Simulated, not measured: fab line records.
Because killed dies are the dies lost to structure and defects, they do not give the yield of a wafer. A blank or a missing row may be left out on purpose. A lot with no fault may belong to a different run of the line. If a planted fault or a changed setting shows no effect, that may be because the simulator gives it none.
What tool caused it? | flow sky130 | 14 lots with 42 wafers sampled at 2 steps, on a route of 708 steps

WHAT EACH GAUGE READ, for each wafer
The record lacks any reading of a measuring or inspecting step that a usual standard deviation could be used to judge.

EACH LOT AND THE TOOL THAT RAN IT (in order: tool; ch and the chambers of the sampled wafers; start)
lot  | SKY_METAL2_SPUTTER_01        | SKY_PAD_OPEN_PROBE_99
L744 | pvd-sputter-04, day 34 00:49 | prober-01, day 45 20:16
L747 | pvd-sputter-03, day 35 07:05 | prober-01, day 46 19:10
L746 | pvd-sputter-03, day 35 12:17 | prober-02, day 46 23:28
L748 | pvd-sputter-03, day 35 21:09 | prober-01, day 47 05:55
L749 | pvd-sputter-04, day 36 00:34 | prober-02, day 47 08:55
L751 | pvd-sputter-03, day 36 06:55 | prober-01, day 47 12:46
L758 | pvd-sputter-01, day 38 23:36 | prober-01, day 49 14:04
L760 | pvd-sputter-03, day 39 03:50 | prober-01, day 49 17:28
L759 | pvd-sputter-04, day 39 08:05 | prober-02, day 49 18:52
L762 | pvd-sputter-03, day 39 23:30 | prober-02, day 50 04:31
L763 | pvd-sputter-03, day 40 00:10 | prober-01, day 50 06:46
L765 | pvd-sputter-03, day 40 12:15 | prober-02, day 50 14:31
L764 | pvd-sputter-01, day 40 14:20 | prober-01, day 50 16:01
L767 | pvd-sputter-04, day 41 06:50 | prober-01, day 51 03:21
- SKY_METAL2_SPUTTER_01: material TiN, target thk 20 nm, time 16.7 s.
- SKY_PAD_OPEN_PROBE_99

AS READ BY THE TOOLS THEMSELVES (means over the sampled wafers that have a number; for cases with no such wafer, the mark the record gives instead)
SKY_METAL2_SPUTTER_01.
lot  | tool           | cathode-dc-power-W (W) | throttle-valve-pct (%)
L744 | pvd-sputter-04 | 6499.8                 | 30.5
L747 | pvd-sputter-03 | 6499.4                 | 29.4
L746 | pvd-sputter-03 | 6499.7                 | 29.6
L748 | pvd-sputter-03 | 7089.8                 | 27.8
L749 | pvd-sputter-04 | 6499.3                 | 30.2
L751 | pvd-sputter-03 | 7090.8                 | 29.5
L758 | pvd-sputter-01 | 6498.9                 | 29.3
L760 | pvd-sputter-03 | 6500.0                 | 31.0
L759 | pvd-sputter-04 | 6500.4                 | 30.7
L762 | pvd-sputter-03 | 6499.1                 | 27.8
L763 | pvd-sputter-03 | 6499.1                 | 29.4
L765 | pvd-sputter-03 | 6499.2                 | 29.4
L764 | pvd-sputter-01 | 6501.1                 | 29.7
L767 | pvd-sputter-04 | 6499.7                 | 30.7

SKY_PAD_OPEN_PROBE_99.
lot  | tool      | defect-limited-yield (%) | killed_at_M0_to_M3 | killed_at_M4_up | killed-at-contacts | killed-at-front-end | killed-at-other | killed-dies | killed-open | killed-short | sort_bin_3_pad_short (%) | sort_bin_5_function (%) | sort_bin_6_memory (%) | sort-n-pass | sort-yield-pct (%)
L744 | prober-01 | 83.5                     | 41                 | 3.0             | 22                 | 13                  | 2.3             | 81          | 44          | 35           | 0.8                      | 10.5                    | 5.3                   | 411         | 83.5
L747 | prober-01 | 82.7                     | 44                 | 3.7             | 23                 | 13                  | 1.3             | 85          | 49          | 35           | 0.8                      | 10.1                    | 6.4                   | 407         | 82.7
L746 | prober-02 | 79.1                     | 52                 | 5.0             | 29                 | 16                  | 1.0             | 103         | 61          | 42           | 0.7                      | 12.7                    | 7.5                   | 389         | 79.1
L748 | prober-01 | 82.1                     | 48                 | 3.3             | 23                 | 14                  | 0.0             | 88          | 49          | 38           | 0.8                      | 11.1                    | 6.0                   | 404         | 82.1
L749 | prober-02 | 80.2                     | 45                 | 5.7             | 28                 | 18                  | 0.7             | 97          | 49          | 49           | 0.8                      | 10.9                    | 8.0                   | 395         | 80.2
L751 | prober-01 | 82.5                     | 43                 | 4.3             | 24                 | 14                  | 0.7             | 86          | 42          | 44           | 0.9                      | 10.6                    | 6.0                   | 406         | 82.5
L758 | prober-01 | 83.3                     | 47                 | 2.7             | 23                 | 10                  | 0.0             | 82          | 42          | 40           | 0.6                      | 9.3                     | 6.8                   | 410         | 83.3
L760 | prober-01 | 84.4                     | 34                 | 3.3             | 21                 | 18                  | 0.0             | 77          | 43          | 33           | 0.7                      | 9.5                     | 5.4                   | 415         | 84.4
L759 | prober-02 | 82.5                     | 42                 | 4.3             | 25                 | 14                  | 0.3             | 86          | 45          | 41           | 0.7                      | 9.4                     | 7.4                   | 406         | 82.5
L762 | prober-02 | 82.2                     | 43                 | 4.0             | 28                 | 13                  | 0.0             | 88          | 47          | 41           | 0.7                      | 11.2                    | 6.0                   | 404         | 82.2
L763 | prober-01 | 83.0                     | 43                 | 3.3             | 19                 | 18                  | 0.3             | 83          | 41          | 43           | 1.0                      | 9.7                     | 6.2                   | 409         | 83.0
L765 | prober-02 | 84.0                     | 42                 | 4.0             | 16                 | 16                  | 0.0             | 79          | 38          | 40           | 1.1                      | 8.5                     | 6.3                   | 413         | 84.0
L764 | prober-01 | 84.4                     | 33                 | 2.0             | 26                 | 16                  | 0.3             | 77          | 42          | 35           | 0.9                      | 8.3                     | 6.4                   | 415         | 84.4
L767 | prober-01 | 82.8                     | 49                 | 3.3             | 21                 | 10                  | 0.3             | 84          | 46          | 38           | 0.7                      | 9.9                     | 6.5                   | 408         | 82.8

THE ANSWER, worked out from the rows above alone
Rule: usual is defined by the lots themselves. Put in order of their means at a reading, lots are off if they are a third of the lots or fewer, leave a main group of 4 or more, and stand apart from it by a gap of 3 or more times the standard deviation of the main group's means; of several such gaps the widest counts. A main group is skipped when, at the precision printed for the reading in the tables above, its means are all equal. Also off: a lot with no number at a reading for which 4 or more lots have one. All remaining lots with rows at the step are treated as sound. The gauges are gone through in route order, then the tools' own readings, and for those a lot's mean is taken as printed above. The first step at which some lot is off is used, and at that step the reading that is off furthest; a lot without a number counts as furthest.
Off at SKY_METAL2_SPUTTER_01 (cathode-dc-power-W): L748, L751. The main group: mean 6499.6 W, standard deviation 0.6.
If a tool, at that step or one of the process steps before it, ran each lot that is off and ran no sound lot following the first of them, it fits. No candidate that was tried fits.

WHAT THE SIMULATOR PUT IN
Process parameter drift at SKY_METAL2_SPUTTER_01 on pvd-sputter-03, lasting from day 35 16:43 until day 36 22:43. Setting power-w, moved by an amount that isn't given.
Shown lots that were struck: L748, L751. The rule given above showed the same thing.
